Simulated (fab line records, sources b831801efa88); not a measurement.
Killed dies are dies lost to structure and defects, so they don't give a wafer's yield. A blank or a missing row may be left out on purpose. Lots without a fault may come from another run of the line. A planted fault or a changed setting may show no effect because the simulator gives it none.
fab line records | flow sky130
record lots=15 wafers=45 last_day=50
route steps=708 shown CONTACT@417
lots that met no fault: from a run of the same line without faults
start_h: hours from the record's first day to the start of the lot's first wafer shown | wait_h: hours since the lot's step before | " the same as in the row above | L1.1+2: a row that stands for several wafers | - no value, or no start given | * or withheld: withheld | < > ~ a bound
route shown NAME@n: a module of which the file shows steps, and the number in the route of the first | usual: mean/standard deviation of fault-free wafers | same: alike in all rows | chamber/n: place in a boat | sites: the reading at each site | _std_site: their standard deviation | _edge_site: outer sites' mean less inner sites' | radius_mm: how far each site lies from the wafer's centre | mask NAME#n: copy n | behind: the tool/chamber that last shaped the wafer | hold: why the lot was held/for how many hours/how that ended | device: the transistor (n, p or np) that didn't switch | end of line: the same wafers' tests at the end of the route | a step without rows: its recipe alone | killed: dies lost to structure and defects at the first sort, not the wafer's yield | map: a wafer's dies, x killed, . not, _ none there
set.NAME: the setting as run; set.NAME@STEP: as run at that earlier step | model.NAME: the simulator's own value behind a step, which no gauge read
steps of the route over a sample of lots; a table a step, a row a wafer
services: from which hour (start_h, from the record's first day; less than 0 if before it) a tool's chamber was out of use, for how many hours, and why
## steps
# step SKY_CONTACT_EXPOSE_11
# recipe mask_id=CTM1 na=0.8 source_shape=annular sigma_inner=0.55 sigma_outer=0.85 target_cd_nm=170 dose_mj=38
# usual exposure_dose_mJ_cm2=37.98/0.038
# columns lot.wafer tool chamber start_h wait_h mask exposure_dose_mJ_cm2
L458.1 krf_scanner-02 0 712.94 - CTM1#0 38.00
L458.4 " 0 " " CTM1#0 37.95
L458.6 " 0 " " CTM1#0 37.95
L459.1 krf_scanner-02 0 722.97 - CTM1#0 37.97
L459.3 " 0 " " CTM1#0 38.00
L459.4 " 0 " " CTM1#0 37.96
L462.1 krf_scanner-02 0 751.61 - CTM1#0 37.94
L462.3 " 0 " " CTM1#0 38.01
L462.5 " 0 " " CTM1#0 37.97
L463.2 krf_scanner-02 0 758.36 - CTM1#0 37.96
L463.3 " 0 " " CTM1#0 37.94
L463.4 " 0 " " CTM1#0 38.00
L464.1 krf_scanner-02 0 773.74 - CTM1#0 37.96
L464.2 " 0 " " CTM1#0 37.95
L464.5 " 0 " " CTM1#0 37.97
L465.2 krf_scanner-01 0 776.36 - CTM1#0 37.97
L465.4 " 0 " " CTM1#0 37.95
L465.5 " 0 " " CTM1#0 37.94
L466.2 krf_scanner-01 0 781.14 - CTM1#0 38.05
L466.4 " 0 " " CTM1#0 37.99
L466.6 " 0 " " CTM1#0 38.05
L467.3 krf_scanner-02 0 792.67 - CTM1#0 37.94
L467.5 " 0 " " CTM1#0 37.95
L467.6 " 0 " " CTM1#0 37.94
L468.1 krf_scanner-02 0 802.34 - CTM1#0 38.05
L468.2 " 0 " " CTM1#0 37.99
L468.5 " 0 " " CTM1#0 38.02
L469.1 krf_scanner-02 0 814.58 - CTM1#0 37.99
L469.3 " 0 " " CTM1#0 38.01
L469.6 " 0 " " CTM1#0 38.01
L472.2 krf_scanner-02 0 831.99 - CTM1#0 38.03
L472.3 " 0 " " CTM1#0 37.97
L472.4 " 0 " " CTM1#0 38.03
L476.1 krf_scanner-01 0 852.62 - CTM1#0 38.01
L476.2 " 0 " " CTM1#0 37.94
L476.4 " 0 " " CTM1#0 37.97
L478.3 krf_scanner-01 0 875.60 - CTM1#0 37.99
L478.5 " 0 " " CTM1#0 37.96
L478.6 " 0 " " CTM1#0 37.98
L479.1 krf_scanner-01 0 888.52 - CTM1#0 37.98
L479.3 " 0 " " CTM1#0 37.99
L479.6 " 0 " " CTM1#0 37.92
L480.1 krf_scanner-02 0 896.54 - CTM1#0 38.01
L480.2 " 0 " " CTM1#0 38.02
L480.4 " 0 " " CTM1#0 38.04
# step SKY_CONTACT_OVL_MEAS_15
# usual CONTACT_OVL=-5/5.1
# columns lot.wafer tool chamber start_h wait_h CONTACT_OVL[nm]
L458.1 overlay-02 - 726.66 0.1 -17
L458.4 " - " " -10
L458.6 " - " " -13
L459.1 overlay-01 - 736.76 0.1 3
L459.3 " - " " -10
L459.4 " - " " -7
L462.1 overlay-02 - 765.31 0.1 -14
L462.3 " - " " -12
L462.5 " - " " -7
L463.2 overlay-01 - 771.07 0.1 5
L463.3 " - " " -3
L463.4 " - " " 1
L464.1 overlay-01 - 787.89 0.1 -1
L464.2 " - " " 1
L464.5 " - " " -4
L465.2 overlay-02 - 789.94 0.1 -6
L465.4 " - " " 2
L465.5 " - " " 3
L466.2 overlay-02 - 794.81 0.1 -4
L466.4 " - " " 1
L466.6 " - " " -4
L467.3 overlay-01 - 805.85 0.1 0
L467.5 " - " " -1
L467.6 " - " " -9
L468.1 overlay-01 - 815.86 0.1 -8
L468.2 " - " " -10
L468.5 " - " " -4
L469.1 overlay-01 - 827.28 0.1 -9
L469.3 " - " " -11
L469.6 " - " " -3
L472.2 overlay-02 - 845.07 0.1 1
L472.3 " - " " -1
L472.4 " - " " -1
L476.1 overlay-02 - 865.29 0.1 39
L476.2 " - " " 36
L476.4 " - " " 43
L478.3 overlay-02 - 888.53 0.1 47
L478.5 " - " " 40
L478.6 " - " " 37
L479.1 overlay-01 - 900.69 0.1 46
L479.3 " - " " 48
L479.6 " - " " 37
L480.1 overlay-02 - 909.17 0.1 -15
L480.2 " - " " -13
L480.4 " - " " -12
## services
# columns tool chamber start_h hours kind
krf_scanner-02 - 690.19 1.0 pm
krf_scanner-01 - 701.84 0.8 pm
krf_scanner-02 0 709.65 - calibration
krf_scanner-02 - 721.93 1.0 repair
krf_scanner-01 0 721.98 - calibration
krf_scanner-02 - 741.89 1.3 pm
krf_scanner-02 - 753.81 0.8 pm
krf_scanner-02 - 778.68 3.6 pm
krf_scanner-01 - 791.21 31.6 repair
krf_scanner-02 - 811.10 3.4 repair
krf_scanner-01 - 817.28 0.5 repair
krf_scanner-01 - 822.77 1.0 pm
krf_scanner-01 - 823.77 1.3 pm
krf_scanner-02 - 840.37 15.5 repair
krf_scanner-02 - 859.19 1.0 pm
krf_scanner-02 0 866.57 - calibration
krf_scanner-01 0 892.50 - calibration
## key
first_sign step=SKY_CONTACT_OVL_MEAS_15 reading=CONTACT_OVL direction=up sigmas=9.2 usual=-5 struck=41
effect none on later readings
met_at SKY_CONTACT_EXPOSE_11
struck_lots L476,L478,L479
sort_left_out L479.1,L479.3,L479.6
tester_left_out L476,L478,L479
onset_between 781.14 852.62
fault kind=scanner_matching_overlay tool=krf_scanner-01 chamber=- onset_h=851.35 steps=SKY_CONTACT_EXPOSE_11 offset=47.356
# tester_left_out: of these lots the tester's yield and bins aren't shown, on N5 and GAA mostly nor the transistor test; their killed dies are dies lost to structure and defects alone, not to doping, threshold or leakage, so they don't give the yield
# sort_left_out: the simulated sort isn't trusted on such a fault, so these wafers' sort isn't shown, and their yield isn't known
